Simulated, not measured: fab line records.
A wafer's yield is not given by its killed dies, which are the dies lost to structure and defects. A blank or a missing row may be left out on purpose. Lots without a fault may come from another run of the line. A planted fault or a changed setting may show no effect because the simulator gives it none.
fab line records :: flow sky130
[record]
  lots = 14
  wafers = 42
  last_day = 50
route steps=708 shown METAL4@600 VIA4@641
lots untouched by any fault: they come from a run of this same line in which no faults occurred
start_h: hours from the record's opening day to when the first of the lot's shown wafers began :: wait_h: hours from the lot's prior step to this one :: " same as the row above :: L1.1+2: several wafers, shown together as one row :: - either no value or no given start :: * or withheld: withheld :: < > ~ a bound
route shown NAME@n: names a module that has steps shown in the file, with the first one's number in the route :: usual: mean and standard deviation over wafers with no fault :: same: alike in all rows :: chamber/n: place in a boat :: sites: per-site readings :: _std_site: standard deviation of those values :: _edge_site: outer sites' mean less inner sites' :: radius_mm: for every site, how far away it sits from the centre of the wafer :: mask NAME#n: copy n :: behind: the tool/chamber that last shaped the wafer :: hold: the reason the lot was held/the length of the hold in hours/how it ended :: device: transistor that didn't switch, given as n, p or np :: end of line: the route-end tests of the same wafers :: a step given without rows: its recipe and nothing more :: killed: the dies lost at the first sort to structure and to defects; this is not the yield of the wafer :: map: dies across one wafer; x = killed, . = not, _ = none there
set.NAME: the setting the step ran with; set.NAME@STEP: the setting that earlier step ran with :: model.NAME: the simulator's own value behind a step, which no gauge read
one table for each step of the route and one row for each wafer, over a sample of lots
services: the hour from which a tool's chamber was out of use, counted from the record's first day as start_h (under 0 if before that day), plus the number of hours and why
[[steps]]
[step SKY_METAL4_SPUTTER_02]
[recipe]
  material = AlCu
  target_thk_nm = 735
  power_w = 10600
  time_s = 39.1
  chamber_pressure_pa = 0.4
[usual]
  throttle_valve_pct = 29.7/1.1
lot.wafer: L215.1
tool: pvd_sputter-03
chamber: -
start_h: 941.51
wait_h: 0.0
throttle_valve_pct: 30.4

lot.wafer: L215.3
tool: pvd_sputter-03
chamber: -
start_h: 941.51
wait_h: 0.0
throttle_valve_pct: 29.0

lot.wafer: L215.6
tool: pvd_sputter-03
chamber: -
start_h: 941.51
wait_h: 0.0
throttle_valve_pct: 29.1

lot.wafer: L217.2
tool: pvd_sputter-01
chamber: -
start_h: 953.62
wait_h: 0.0
throttle_valve_pct: 28.3

lot.wafer: L217.3
tool: pvd_sputter-01
chamber: -
start_h: 953.62
wait_h: 0.0
throttle_valve_pct: 31.6

lot.wafer: L217.4
tool: pvd_sputter-01
chamber: -
start_h: 953.62
wait_h: 0.0
throttle_valve_pct: 29.2

lot.wafer: L219.2
tool: pvd_sputter-02
chamber: -
start_h: 964.29
wait_h: 0.0
throttle_valve_pct: 31.3

lot.wafer: L219.3
tool: pvd_sputter-02
chamber: -
start_h: 964.29
wait_h: 0.0
throttle_valve_pct: 29.6

lot.wafer: L219.6
tool: pvd_sputter-02
chamber: -
start_h: 964.29
wait_h: 0.0
throttle_valve_pct: 30.0

lot.wafer: L223.2
tool: pvd_sputter-03
chamber: -
start_h: 995.12
wait_h: 0.0
throttle_valve_pct: 28.9

lot.wafer: L223.3
tool: pvd_sputter-03
chamber: -
start_h: 995.12
wait_h: 0.0
throttle_valve_pct: 30.0

lot.wafer: L223.6
tool: pvd_sputter-03
chamber: -
start_h: 995.12
wait_h: 0.0
throttle_valve_pct: 29.1

lot.wafer: L224.2
tool: pvd_sputter-01
chamber: -
start_h: 1001.30
wait_h: 0.0
throttle_valve_pct: 29.2

lot.wafer: L224.5
tool: pvd_sputter-01
chamber: -
start_h: 1001.30
wait_h: 0.0
throttle_valve_pct: 28.3

lot.wafer: L224.6
tool: pvd_sputter-01
chamber: -
start_h: 1001.30
wait_h: 0.0
throttle_valve_pct: 29.5

lot.wafer: L225.1
tool: pvd_sputter-03
chamber: -
start_h: 1012.31
wait_h: 0.0
throttle_valve_pct: 29.8

lot.wafer: L225.2
tool: pvd_sputter-03
chamber: -
start_h: 1012.31
wait_h: 0.0
throttle_valve_pct: 28.7

lot.wafer: L225.3
tool: pvd_sputter-03
chamber: -
start_h: 1012.31
wait_h: 0.0
throttle_valve_pct: 29.1

lot.wafer: L230.1
tool: pvd_sputter-03
chamber: -
start_h: 1045.10
wait_h: 0.0
throttle_valve_pct: 30.1

lot.wafer: L230.2
tool: pvd_sputter-03
chamber: -
start_h: 1045.10
wait_h: 0.0
throttle_valve_pct: 29.2

lot.wafer: L230.5
tool: pvd_sputter-03
chamber: -
start_h: 1045.10
wait_h: 0.0
throttle_valve_pct: 29.3

lot.wafer: L231.1
tool: pvd_sputter-03
chamber: -
start_h: 1050.63
wait_h: 0.0
throttle_valve_pct: 31.7

lot.wafer: L231.4
tool: pvd_sputter-03
chamber: -
start_h: 1050.63
wait_h: 0.0
throttle_valve_pct: 30.3

lot.wafer: L231.5
tool: pvd_sputter-03
chamber: -
start_h: 1050.63
wait_h: 0.0
throttle_valve_pct: 31.8

lot.wafer: L232.2
tool: pvd_sputter-03
chamber: -
start_h: 1062.74
wait_h: 0.0
throttle_valve_pct: 29.1

lot.wafer: L232.5
tool: pvd_sputter-03
chamber: -
start_h: 1062.74
wait_h: 0.0
throttle_valve_pct: 30.1

lot.wafer: L232.6
tool: pvd_sputter-03
chamber: -
start_h: 1062.74
wait_h: 0.0
throttle_valve_pct: 29.4

lot.wafer: L233.1
tool: pvd_sputter-03
chamber: -
start_h: 1066.21
wait_h: 0.0
throttle_valve_pct: 29.0

lot.wafer: L233.3
tool: pvd_sputter-03
chamber: -
start_h: 1066.21
wait_h: 0.0
throttle_valve_pct: 29.9

lot.wafer: L233.5
tool: pvd_sputter-03
chamber: -
start_h: 1066.21
wait_h: 0.0
throttle_valve_pct: 29.5

lot.wafer: L234.3
tool: pvd_sputter-02
chamber: -
start_h: 1068.96
wait_h: 0.0
throttle_valve_pct: 29.2

lot.wafer: L234.4
tool: pvd_sputter-02
chamber: -
start_h: 1068.96
wait_h: 0.0
throttle_valve_pct: 29.3

lot.wafer: L234.6
tool: pvd_sputter-02
chamber: -
start_h: 1068.96
wait_h: 0.0
throttle_valve_pct: 29.4

lot.wafer: L236.2
tool: pvd_sputter-01
chamber: -
start_h: 1077.58
wait_h: 0.0
throttle_valve_pct: 31.4

lot.wafer: L236.4
tool: pvd_sputter-01
chamber: -
start_h: 1077.58
wait_h: 0.0
throttle_valve_pct: 29.3

lot.wafer: L236.6
tool: pvd_sputter-01
chamber: -
start_h: 1077.58
wait_h: 0.0
throttle_valve_pct: 27.8

lot.wafer: L237.1
tool: pvd_sputter-03
chamber: -
start_h: 1089.94
wait_h: 0.0
throttle_valve_pct: 31.7

lot.wafer: L237.4
tool: pvd_sputter-03
chamber: -
start_h: 1089.94
wait_h: 0.0
throttle_valve_pct: 29.5

lot.wafer: L237.6
tool: pvd_sputter-03
chamber: -
start_h: 1089.94
wait_h: 0.0
throttle_valve_pct: 28.8

lot.wafer: L238.1
tool: pvd_sputter-02
chamber: -
start_h: 1092.11
wait_h: 0.0
throttle_valve_pct: 28.9

lot.wafer: L238.2
tool: pvd_sputter-02
chamber: -
start_h: 1092.11
wait_h: 0.0
throttle_valve_pct: 29.6

lot.wafer: L238.6
tool: pvd_sputter-02
chamber: -
start_h: 1092.11
wait_h: 0.0
throttle_valve_pct: 29.4
[step SKY_METAL4_SPUTTER_03]
[recipe]
  material = Ti
  target_thk_nm = 5
  power_w = 3000
  time_s = 3.3
  chamber_pressure_pa = 0.4
[usual]
  throttle_valve_pct = 29.7/1.1
lot.wafer: L215.1
tool: pvd_sputter-03
chamber: -
start_h: 941.55
wait_h: 0.0
throttle_valve_pct: 30.3

lot.wafer: L215.3
tool: pvd_sputter-03
chamber: -
start_h: 941.55
wait_h: 0.0
throttle_valve_pct: 28.9

lot.wafer: L215.6
tool: pvd_sputter-03
chamber: -
start_h: 941.55
wait_h: 0.0
throttle_valve_pct: 29.1

lot.wafer: L217.2
tool: pvd_sputter-01
chamber: -
start_h: 953.66
wait_h: 0.0
throttle_valve_pct: 28.2

lot.wafer: L217.3
tool: pvd_sputter-01
chamber: -
start_h: 953.66
wait_h: 0.0
throttle_valve_pct: 31.4

lot.wafer: L217.4
tool: pvd_sputter-01
chamber: -
start_h: 953.66
wait_h: 0.0
throttle_valve_pct: 29.4

lot.wafer: L219.2
tool: pvd_sputter-02
chamber: -
start_h: 964.33
wait_h: 0.0
throttle_valve_pct: 31.5

lot.wafer: L219.3
tool: pvd_sputter-02
chamber: -
start_h: 964.33
wait_h: 0.0
throttle_valve_pct: 29.8

lot.wafer: L219.6
tool: pvd_sputter-02
chamber: -
start_h: 964.33
wait_h: 0.0
throttle_valve_pct: 29.8

lot.wafer: L223.2
tool: pvd_sputter-03
chamber: -
start_h: 995.16
wait_h: 0.0
throttle_valve_pct: 28.8

lot.wafer: L223.3
tool: pvd_sputter-03
chamber: -
start_h: 995.16
wait_h: 0.0
throttle_valve_pct: 30.3

lot.wafer: L223.6
tool: pvd_sputter-03
chamber: -
start_h: 995.16
wait_h: 0.0
throttle_valve_pct: 29.4

lot.wafer: L224.2
tool: pvd_sputter-01
chamber: -
start_h: 1001.34
wait_h: 0.0
throttle_valve_pct: 29.4

lot.wafer: L224.5
tool: pvd_sputter-01
chamber: -
start_h: 1001.34
wait_h: 0.0
throttle_valve_pct: 28.2

lot.wafer: L224.6
tool: pvd_sputter-01
chamber: -
start_h: 1001.34
wait_h: 0.0
throttle_valve_pct: 29.0

lot.wafer: L225.1
tool: pvd_sputter-03
chamber: -
start_h: 1012.35
wait_h: 0.0
throttle_valve_pct: 30.3

lot.wafer: L225.2
tool: pvd_sputter-03
chamber: -
start_h: 1012.35
wait_h: 0.0
throttle_valve_pct: 29.0

lot.wafer: L225.3
tool: pvd_sputter-03
chamber: -
start_h: 1012.35
wait_h: 0.0
throttle_valve_pct: 29.5

lot.wafer: L230.1
tool: pvd_sputter-03
chamber: -
start_h: 1045.14
wait_h: 0.0
throttle_valve_pct: 30.2

lot.wafer: L230.2
tool: pvd_sputter-03
chamber: -
start_h: 1045.14
wait_h: 0.0
throttle_valve_pct: 29.3

lot.wafer: L230.5
tool: pvd_sputter-03
chamber: -
start_h: 1045.14
wait_h: 0.0
throttle_valve_pct: 28.9

lot.wafer: L231.1
tool: pvd_sputter-03
chamber: -
start_h: 1050.67
wait_h: 0.0
throttle_valve_pct: 31.8

lot.wafer: L231.4
tool: pvd_sputter-03
chamber: -
start_h: 1050.67
wait_h: 0.0
throttle_valve_pct: 30.1

lot.wafer: L231.5
tool: pvd_sputter-03
chamber: -
start_h: 1050.67
wait_h: 0.0
throttle_valve_pct: 32.1

lot.wafer: L232.2
tool: pvd_sputter-03
chamber: -
start_h: 1062.78
wait_h: 0.0
throttle_valve_pct: 29.1

lot.wafer: L232.5
tool: pvd_sputter-03
chamber: -
start_h: 1062.78
wait_h: 0.0
throttle_valve_pct: 30.0

lot.wafer: L232.6
tool: pvd_sputter-03
chamber: -
start_h: 1062.78
wait_h: 0.0
throttle_valve_pct: 29.1

lot.wafer: L233.1
tool: pvd_sputter-03
chamber: -
start_h: 1066.25
wait_h: 0.0
throttle_valve_pct: 28.9

lot.wafer: L233.3
tool: pvd_sputter-03
chamber: -
start_h: 1066.25
wait_h: 0.0
throttle_valve_pct: 30.1

lot.wafer: L233.5
tool: pvd_sputter-03
chamber: -
start_h: 1066.25
wait_h: 0.0
throttle_valve_pct: 29.4

lot.wafer: L234.3
tool: pvd_sputter-02
chamber: -
start_h: 1069.00
wait_h: 0.0
throttle_valve_pct: 29.5

lot.wafer: L234.4
tool: pvd_sputter-02
chamber: -
start_h: 1069.00
wait_h: 0.0
throttle_valve_pct: 29.5

lot.wafer: L234.6
tool: pvd_sputter-02
chamber: -
start_h: 1069.00
wait_h: 0.0
throttle_valve_pct: 29.7

lot.wafer: L236.2
tool: pvd_sputter-01
chamber: -
start_h: 1077.61
wait_h: 0.0
throttle_valve_pct: 31.6

lot.wafer: L236.4
tool: pvd_sputter-01
chamber: -
start_h: 1077.61
wait_h: 0.0
throttle_valve_pct: 29.2

lot.wafer: L236.6
tool: pvd_sputter-01
chamber: -
start_h: 1077.61
wait_h: 0.0
throttle_valve_pct: 28.1

lot.wafer: L237.1
tool: pvd_sputter-03
chamber: -
start_h: 1089.98
wait_h: 0.0
throttle_valve_pct: 31.5

lot.wafer: L237.4
tool: pvd_sputter-03
chamber: -
start_h: 1089.98
wait_h: 0.0
throttle_valve_pct: 29.1

lot.wafer: L237.6
tool: pvd_sputter-03
chamber: -
start_h: 1089.98
wait_h: 0.0
throttle_valve_pct: 28.6

lot.wafer: L238.1
tool: pvd_sputter-02
chamber: -
start_h: 1092.15
wait_h: 0.0
throttle_valve_pct: 29.0

lot.wafer: L238.2
tool: pvd_sputter-02
chamber: -
start_h: 1092.15
wait_h: 0.0
throttle_valve_pct: 29.6

lot.wafer: L238.6
tool: pvd_sputter-02
chamber: -
start_h: 1092.15
wait_h: 0.0
throttle_valve_pct: 29.5
[step SKY_METAL4_DEVELOP_12]
[recipe]
  develop_time_s = 60
  resist = KrF-thick
  dev_temp_c = 21
[usual]
  chill_plate_temp_C = 22.99/0.097
  develop_time_s = 60/0
lot.wafer: L215.1
tool: litho_track-02
chamber: 0
start_h: 991
wait_h: -
chill_plate_temp_C: 22.88
develop_time_s: 60

lot.wafer: L215.3
tool: litho_track-02
chamber: 0
start_h: 991
wait_h: -
chill_plate_temp_C: 22.93
develop_time_s: 60

lot.wafer: L215.6
tool: litho_track-02
chamber: 0
start_h: 991
wait_h: -
chill_plate_temp_C: 22.82
develop_time_s: 60

lot.wafer: L217.2
tool: litho_track-01
chamber: 0
start_h: 1002
wait_h: -
chill_plate_temp_C: 23.03
develop_time_s: 60

lot.wafer: L217.3
tool: litho_track-01
chamber: 0
start_h: 1002
wait_h: -
chill_plate_temp_C: 22.99
develop_time_s: 60

lot.wafer: L217.4
tool: litho_track-01
chamber: 0
start_h: 1002
wait_h: -
chill_plate_temp_C: 23.03
develop_time_s: 60

lot.wafer: L219.2
tool: litho_track-02
chamber: 0
start_h: 1012
wait_h: -
chill_plate_temp_C: 22.93
develop_time_s: 60

lot.wafer: L219.3
tool: litho_track-02
chamber: 0
start_h: 1012
wait_h: -
chill_plate_temp_C: 22.68
develop_time_s: 60

lot.wafer: L219.6
tool: litho_track-02
chamber: 0
start_h: 1012
wait_h: -
chill_plate_temp_C: 22.80
develop_time_s: 60

lot.wafer: L223.2
tool: litho_track-01
chamber: -
start_h: 1041
wait_h: -
chill_plate_temp_C: -
develop_time_s: -

lot.wafer: L223.3
tool: litho_track-01
chamber: -
start_h: 1041
wait_h: -
chill_plate_temp_C: -
develop_time_s: -

lot.wafer: L223.6
tool: litho_track-01
chamber: -
start_h: 1041
wait_h: -
chill_plate_temp_C: -
develop_time_s: -

lot.wafer: L224.2
tool: litho_track-01
chamber: -
start_h: 1045
wait_h: -
chill_plate_temp_C: -
develop_time_s: -

lot.wafer: L224.5
tool: litho_track-01
chamber: -
start_h: 1045
wait_h: -
chill_plate_temp_C: -
develop_time_s: -

lot.wafer: L224.6
tool: litho_track-01
chamber: -
start_h: 1045
wait_h: -
chill_plate_temp_C: -
develop_time_s: -

lot.wafer: L225.1
tool: litho_track-04
chamber: 0
start_h: 1056
wait_h: -
chill_plate_temp_C: 23.06
develop_time_s: 60

lot.wafer: L225.2
tool: litho_track-04
chamber: 0
start_h: 1056
wait_h: -
chill_plate_temp_C: 23.05
develop_time_s: 60

lot.wafer: L225.3
tool: litho_track-04
chamber: 0
start_h: 1056
wait_h: -
chill_plate_temp_C: 23.13
develop_time_s: 60

lot.wafer: L230.1
tool: litho_track-02
chamber: 0
start_h: 1088
wait_h: -
chill_plate_temp_C: 22.94
develop_time_s: 60

lot.wafer: L230.2
tool: litho_track-02
chamber: 0
start_h: 1088
wait_h: -
chill_plate_temp_C: 22.97
develop_time_s: 60

lot.wafer: L230.5
tool: litho_track-02
chamber: 0
start_h: 1088
wait_h: -
chill_plate_temp_C: 23.07
develop_time_s: 60

lot.wafer: L231.1
tool: litho_track-04
chamber: 0
start_h: 1092
wait_h: -
chill_plate_temp_C: 22.95
develop_time_s: 60

lot.wafer: L231.4
tool: litho_track-04
chamber: 0
start_h: 1092
wait_h: -
chill_plate_temp_C: 23.10
develop_time_s: 60

lot.wafer: L231.5
tool: litho_track-04
chamber: 0
start_h: 1092
wait_h: -
chill_plate_temp_C: 23.03
develop_time_s: 60

lot.wafer: L232.2
tool: litho_track-04
chamber: 0
start_h: 1105
wait_h: -
chill_plate_temp_C: 22.94
develop_time_s: 60

lot.wafer: L232.5
tool: litho_track-04
chamber: 0
start_h: 1106
wait_h: -
chill_plate_temp_C: 22.98
develop_time_s: 60

lot.wafer: L232.6
tool: litho_track-04
chamber: 0
start_h: 1106
wait_h: -
chill_plate_temp_C: 23.00
develop_time_s: 60

lot.wafer: L233.1
tool: litho_track-01
chamber: 0
start_h: 1108
wait_h: -
chill_plate_temp_C: 22.89
develop_time_s: 60

lot.wafer: L233.3
tool: litho_track-01
chamber: 0
start_h: 1108
wait_h: -
chill_plate_temp_C: 22.99
develop_time_s: 60

lot.wafer: L233.5
tool: litho_track-01
chamber: 0
start_h: 1108
wait_h: -
chill_plate_temp_C: 23.00
develop_time_s: 60

lot.wafer: L234.3
tool: litho_track-02
chamber: 0
start_h: 1110
wait_h: -
chill_plate_temp_C: 22.77
develop_time_s: 60

lot.wafer: L234.4
tool: litho_track-02
chamber: 0
start_h: 1110
wait_h: -
chill_plate_temp_C: 22.91
develop_time_s: 60

lot.wafer: L234.6
tool: litho_track-02
chamber: 0
start_h: 1110
wait_h: -
chill_plate_temp_C: 22.92
develop_time_s: 60

lot.wafer: L236.2
tool: litho_track-04
chamber: 0
start_h: 1118
wait_h: -
chill_plate_temp_C: 22.95
develop_time_s: 60

lot.wafer: L236.4
tool: litho_track-04
chamber: 0
start_h: 1118
wait_h: -
chill_plate_temp_C: 23.13
develop_time_s: 60

lot.wafer: L236.6
tool: litho_track-04
chamber: 0
start_h: 1118
wait_h: -
chill_plate_temp_C: 23.09
develop_time_s: 60

lot.wafer: L237.1
tool: litho_track-02
chamber: 0
start_h: 1131
wait_h: -
chill_plate_temp_C: 23.01
develop_time_s: 60

lot.wafer: L237.4
tool: litho_track-02
chamber: 0
start_h: 1131
wait_h: -
chill_plate_temp_C: 23.15
develop_time_s: 60

lot.wafer: L237.6
tool: litho_track-02
chamber: 0
start_h: 1131
wait_h: -
chill_plate_temp_C: 22.95
develop_time_s: 60

lot.wafer: L238.1
tool: litho_track-04
chamber: 0
start_h: 1132
wait_h: -
chill_plate_temp_C: 22.97
develop_time_s: 60

lot.wafer: L238.2
tool: litho_track-04
chamber: 0
start_h: 1132
wait_h: -
chill_plate_temp_C: 22.95
develop_time_s: 60

lot.wafer: L238.6
tool: litho_track-04
chamber: 0
start_h: 1132
wait_h: -
chill_plate_temp_C: 23.04
develop_time_s: 60
[step SKY_VIA4_CMP_02]
[recipe]
  material = SiO2
  down_force_psi = 4
  platen_rpm = 60
  pad_velocity_m_s = 0.94248
[usual]
  motor_current_A = 11.7/1.5
lot.wafer: L215.3
tool: cmp-02
chamber: 2
start_h: 993.20
wait_h: 0.0
motor_current_A: 10.2

lot.wafer: L215.1
tool: cmp-02
chamber: 3
start_h: 993.20
wait_h: 0.0
motor_current_A: 11.6

lot.wafer: L215.6
tool: cmp-02
chamber: 2
start_h: 993.20
wait_h: 0.0
motor_current_A: 10.7

lot.wafer: L217.2
tool: cmp-01
chamber: 3
start_h: 1004.27
wait_h: 0.1
motor_current_A: 13.8

lot.wafer: L217.4
tool: cmp-01
chamber: 0
start_h: 1004.27
wait_h: 0.1
motor_current_A: 13.6

lot.wafer: L217.3
tool: cmp-01
chamber: 1
start_h: 1004.27
wait_h: 0.1
motor_current_A: 12.2

lot.wafer: L219.2
tool: cmp-01
chamber: 1
start_h: 1013.78
wait_h: 0.0
motor_current_A: 12.6

lot.wafer: L219.3
tool: cmp-01
chamber: 0
start_h: 1013.78
wait_h: 0.0
motor_current_A: 13.2

lot.wafer: L219.6
tool: cmp-01
chamber: 2
start_h: 1013.78
wait_h: 0.0
motor_current_A: 13.7

lot.wafer: L225.3
tool: cmp-02
chamber: 3
start_h: 1058.01
wait_h: 0.0
motor_current_A: 13.3

lot.wafer: L225.1
tool: cmp-02
chamber: 0
start_h: 1058.01
wait_h: 0.0
motor_current_A: 9.4

lot.wafer: L225.2
tool: cmp-02
chamber: 2
start_h: 1058.01
wait_h: 0.0
motor_current_A: 10.6

lot.wafer: L230.2
tool: cmp-02
chamber: 2
start_h: 1089.94
wait_h: 0.1
motor_current_A: 10.1

lot.wafer: L230.1
tool: cmp-02
chamber: 3
start_h: 1089.94
wait_h: 0.1
motor_current_A: 11.7

lot.wafer: L230.5
tool: cmp-02
chamber: 2
start_h: 1089.94
wait_h: 0.1
motor_current_A: 10.2

lot.wafer: L231.1
tool: cmp-02
chamber: 1
start_h: 1094.43
wait_h: 0.1
motor_current_A: 10.6

lot.wafer: L231.4
tool: cmp-02
chamber: 3
start_h: 1094.43
wait_h: 0.1
motor_current_A: 12.4

lot.wafer: L231.5
tool: cmp-02
chamber: 0
start_h: 1094.43
wait_h: 0.1
motor_current_A: 10.0

lot.wafer: L232.2
tool: cmp-01
chamber: 3
start_h: 1107.46
wait_h: 0.1
motor_current_A: 12.6

lot.wafer: L232.6
tool: cmp-01
chamber: 2
start_h: 1107.46
wait_h: 0.1
motor_current_A: 13.3

lot.wafer: L232.5
tool: cmp-01
chamber: 3
start_h: 1107.46
wait_h: 0.1
motor_current_A: 12.9

lot.wafer: L233.1
tool: cmp-02
chamber: 3
start_h: 1110.00
wait_h: 0.2
motor_current_A: 12.1

lot.wafer: L233.3
tool: cmp-02
chamber: 1
start_h: 1110.00
wait_h: 0.2
motor_current_A: 11.1

lot.wafer: L233.5
tool: cmp-02
chamber: 0
start_h: 1110.00
wait_h: 0.2
motor_current_A: 9.8

lot.wafer: L234.3
tool: cmp-02
chamber: 1
start_h: 1112.24
wait_h: 0.1
motor_current_A: 10.3

lot.wafer: L234.4
tool: cmp-02
chamber: 2
start_h: 1112.24
wait_h: 0.1
motor_current_A: 9.7

lot.wafer: L234.6
tool: cmp-02
chamber: 1
start_h: 1112.24
wait_h: 0.1
motor_current_A: 11.1

lot.wafer: L236.4
tool: cmp-02
chamber: 3
start_h: 1119.95
wait_h: 0.1
motor_current_A: 12.4

lot.wafer: L236.2
tool: cmp-02
chamber: 1
start_h: 1119.95
wait_h: 0.1
motor_current_A: 10.7

lot.wafer: L236.6
tool: cmp-02
chamber: 3
start_h: 1119.95
wait_h: 0.1
motor_current_A: 12.6

lot.wafer: L237.4
tool: cmp-02
chamber: 1
start_h: 1134.04
wait_h: 0.6
motor_current_A: 10.6

lot.wafer: L237.1
tool: cmp-02
chamber: 0
start_h: 1134.04
wait_h: 0.6
motor_current_A: 9.8

lot.wafer: L237.6
tool: cmp-02
chamber: 1
start_h: 1134.04
wait_h: 0.6
motor_current_A: 10.2

lot.wafer: L238.1
tool: cmp-01
chamber: 3
start_h: 1135.93
wait_h: 2.0
motor_current_A: 13.1

lot.wafer: L238.2
tool: cmp-01
chamber: 1
start_h: 1135.93
wait_h: 2.0
motor_current_A: 12.0

lot.wafer: L238.6
tool: cmp-01
chamber: 0
start_h: 1135.93
wait_h: 2.0
motor_current_A: 13.9
[[services]]
tool: cmp-02
chamber: -
start_h: 926.66
hours: 1.1
kind: repair

tool: cmp-02
chamber: -
start_h: 950.96
hours: 6.9
kind: pm

tool: cmp-01
chamber: -
start_h: 969.91
hours: 3.4
kind: repair

tool: pvd_sputter-01
chamber: -
start_h: 998.05
hours: 2.1
kind: repair

tool: cmp-01
chamber: -
start_h: 1005.59
hours: 6.5
kind: repair

tool: cmp-02
chamber: -
start_h: 1033.50
hours: 1.4
kind: repair

tool: cmp-01
chamber: -
start_h: 1052.34
hours: 0.3
kind: repair

tool: cmp-02
chamber: -
start_h: 1052.42
hours: 1.0
kind: repair

tool: cmp-02
chamber: -
start_h: 1063.44
hours: 6.5
kind: pm

tool: pvd_sputter-01
chamber: -
start_h: 1065.34
hours: 5.4
kind: repair

tool: pvd_sputter-03
chamber: -
start_h: 1072.59
hours: 3.6
kind: repair

tool: cmp-01
chamber: -
start_h: 1084.00
hours: 4.0
kind: pm

tool: cmp-01
chamber: -
start_h: 1088.00
hours: -
kind: consumable_replace:conditioner

tool: cmp-01
chamber: -
start_h: 1088.00
hours: -
kind: consumable_replace:pad

tool: pvd_sputter-03
chamber: -
start_h: 1094.92
hours: 1.5
kind: repair

tool: cmp-01
chamber: -
start_h: 1130.62
hours: 5.3
kind: pm
[[key]]
[first_sign]
  step = SKY_METAL4_DEVELOP_12
  reading = tool_record
  direction = missing
effect none on later readings
met_at SKY_METAL4_DEVELOP_12
struck_lots L223,L224
later_rows_left_out L223.2,L223.3,L223.6,L224.2,L224.5,L224.6
sort_left_out L223.2,L223.3,L223.6,L224.2,L224.5,L224.6
not_acting_at SKY_METAL4_SPUTTER_02,SKY_METAL4_SPUTTER_03,SKY_VIA4_CMP_02
onset_between 1002 1041
[fault]
  kind = skipped_step_whole
  tool = litho_track-01
  chamber = -
  onset_h = 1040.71
  steps = SKY_METAL4_DEVELOP_12
  scope = struck_lots_only
// sort_left_out: the simulated sort isn't trusted on such a fault, so these wafers' sort isn't shown, and their yield isn't known
// later_rows_left_out: the simulator's readings of these wafers behind a module that went badly wrong aren't trusted and aren't shown, but for the sort
